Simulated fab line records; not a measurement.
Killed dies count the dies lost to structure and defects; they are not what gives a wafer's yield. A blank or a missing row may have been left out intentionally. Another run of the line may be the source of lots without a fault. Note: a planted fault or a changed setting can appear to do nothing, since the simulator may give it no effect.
Which tool is to blame?	flow sky130	39 wafers from 13 lots sampled at 4 of the route's 708 steps

WHAT EACH GAUGE READ, for each wafer
SKY_SONOS_TUNNEL_OVL_MEAS_08. Usual: for SONOS_TUNNEL_OVL the level is 0.3 nm and the standard deviation is 1.5.
lot	measured	on	SONOS_TUNNEL_OVL (nm)	flag
L871	day 11 08:38	overlay-02	-0.7 0.3 -0.7	
L874	day 12 03:06	overlay-01	0.0 1.0 1.7	
L875	day 12 14:23	overlay-01	-0.5 -1.1 -3.0	
L876	day 13 01:49	overlay-02	0.9 0.9 0.7	
L877	day 13 07:39	overlay-01	-2.0 -1.4 -0.2	
L879	day 14 02:01	overlay-01	1.0 1.3 0.1	
L880	day 14 10:05	overlay-02	-0.8 0.2 0.5	
L881	day 14 18:09	overlay-02	0.7 -0.1 -0.5	
L882	day 14 21:02	overlay-02	-0.3 -1.2 -0.7	
L883	day 15 08:21	overlay-02	-0.7 -0.3 0.0	
L884	day 15 20:15	overlay-01	-2.1 -0.9 -1.0	
L886	day 16 08:56	overlay-02	-0.2 1.1 1.9	
L891	day 18 02:50	overlay-01	2.4 4.1 3.0	

SKY_POLY_GATE_THK_MEAS_04. Usual: for POLY_GATE_CVD_03_THK the level is 75.0 nm and the standard deviation is 0.96.
lot	measured	on	POLY_GATE_CVD_03_THK (nm)	flag
L871	day 15 05:44	filmMetro-03	75.2 75.0 74.6	
L874	day 16 00:53	filmMetro-04	76.6 76.5 76.3	
L875	day 16 09:54	filmMetro-03	76.2 76.1 75.3	
L876	day 17 02:56	filmMetro-04	74.9 74.5 75.1	
L877	day 17 08:23	filmMetro-02	77.3 76.7 76.7	
L879	day 18 02:13	filmMetro-04	74.8 74.3 74.5	
L880	day 18 14:32	filmMetro-04	74.2 74.0 74.9	
L881	day 19 02:51	filmMetro-03	75.7 75.2 75.5	
L882	day 19 02:50	filmMetro-02	74.1 73.5 73.4	
L883	day 24 12:40	filmMetro-04	73.1 74.0 73.8	
L884	day 20 06:14	filmMetro-04	73.8 74.5 73.5	
L886	day 25 17:02	filmMetro-03	74.5 74.5 74.3	
L891	day 22 10:52	filmMetro-04	74.3 74.6 74.1	

TOOL THAT RAN EACH LOT (tool first, then ch and the chambers of the sampled wafers, then the start)
lot	SKY_SONOS_ONO_ETCH_15	SKY_GATE_OXIDE_OXIDATION_16
L871	rieDiel-01 ch 0,1,2, day 12 15:47	furnace-02 ch 0, day 13 22:40
L874	rieDiel-04 ch 0,1,2, day 13 11:41	furnace-02 ch 0, day 14 16:49
L875	rieDiel-01 ch 0,3, day 13 19:51	furnace-01 ch 0, day 15 02:02
L876	rieDiel-02 ch 0,3, day 14 10:47	furnace-01 ch 0, day 15 17:29
L877	rieDiel-04 ch 0,1,3, day 14 17:13	furnace-02 ch 0, day 15 23:42
L879	rieDiel-01 ch 0,1, day 15 09:04	furnace-02 ch 0, day 16 15:54
L880	rieDiel-04 ch 0,1,3, day 15 19:34	furnace-02 ch 0, day 17 04:17
L881	rieDiel-01 ch 0,3, day 16 05:45	furnace-01 ch 0, day 17 15:44
L882	rieDiel-01 ch 0,1,3, day 16 07:25	furnace-01 ch 0, day 17 15:44
L883	rieDiel-02 ch 0,2,3, day 16 16:52	furnace-01 ch 0, day 23 01:40
L884	rieDiel-04 ch 0,1, day 17 09:44	furnace-01 ch 0, day 18 18:55
L886	rieDiel-02 ch 0,1,2, day 17 20:18	furnace-01 ch 0, day 24 05:50
L891	rieDiel-02 ch 1,2, day 19 15:33	furnace-01 ch 0, day 20 23:53
- SKY_SONOS_ONO_ETCH_15: etches the open film in CHF3/O2, target depth 19.52 nm, time 7.8 s.
- SKY_GATE_OXIDE_OXIDATION_16: stabilise 600 s, purge 300 s, target thk 3.57 nm.

AS READ BY THE TOOLS THEMSELVES (means over the sampled wafers that have a number; for cases with no such wafer, the mark the record gives instead)
SKY_SONOS_ONO_ETCH_15. Usual: drypumpMotorCurrentA 5.6 A, standard deviation 0.47; oesProductAu 1.001 a.u., standard deviation 0.0099; rfFwdPowerW 588.5 W, standard deviation 2.7; throttleValvePct 8.825 %, standard deviation 0.0096.
lot	tool	drypumpMotorCurrentA (A)	oesProductAu (a.u.)	rfFwdPowerW (W)	throttleValvePct (%)	flag
L871	rieDiel-01	5.5	0.995	588.7	8.821	
L874	rieDiel-04	5.4	1.008	588.2	8.827	
L875	rieDiel-01	5.6	1.002	588.6	8.824	
L876	rieDiel-02	5.6	1.003	587.4	8.823	
L877	rieDiel-04	5.5	1.009	589.8	8.831	
L879	rieDiel-01	5.6	0.986	588.9	8.823	
L880	rieDiel-04	5.5	1.009	588.9	8.825	
L881	rieDiel-01	5.8	1.000	588.1	8.827	
L882	rieDiel-01	5.5	0.989	587.7	8.814	
L883	rieDiel-02	5.8	1.002	589.3	8.837	
L884	rieDiel-04	5.8	1.005	586.8	8.834	
L886	rieDiel-02	6.0	1.015	588.4	8.826	
L891	rieDiel-02	6.4	1.014	587.0	8.831	

SKY_GATE_OXIDE_OXIDATION_16. Usual: spikeTcCentreC 801.2 C, standard deviation 1.
lot	tool	spikeTcCentreC (C)	flag
L871	furnace-02	801.9	
L874	furnace-02	801.4	
L875	furnace-01	800.8	
L876	furnace-01	801.1	
L877	furnace-02	800.9	
L879	furnace-02	802.0	
L880	furnace-02	801.9	
L881	furnace-01	801.1	
L882	furnace-01	801.0	
L883	furnace-01	801.4	
L884	furnace-01	800.7	
L886	furnace-01	801.7	
L891	furnace-01	801.6	

THE ANSWER, worked out from the rows above alone
Rule: lot off if the mean of its wafers having a number is beyond 3 standard deviations from the usual mean. A lot without any number at a reading at which 4 lots or more have one is off too. Where the step has rows for the other lots, those lots are counted as sound. After the gauges, taken in route order, come the tools' own readings; for these a lot's mean is taken, as printed above. The first step at which some lot is off is used, and at that step the reading that is off furthest; a lot without a number counts as furthest.
No lot is off at any reading shown: from this, nothing can be told.

WHAT THE SIMULATOR HAD PUT IN
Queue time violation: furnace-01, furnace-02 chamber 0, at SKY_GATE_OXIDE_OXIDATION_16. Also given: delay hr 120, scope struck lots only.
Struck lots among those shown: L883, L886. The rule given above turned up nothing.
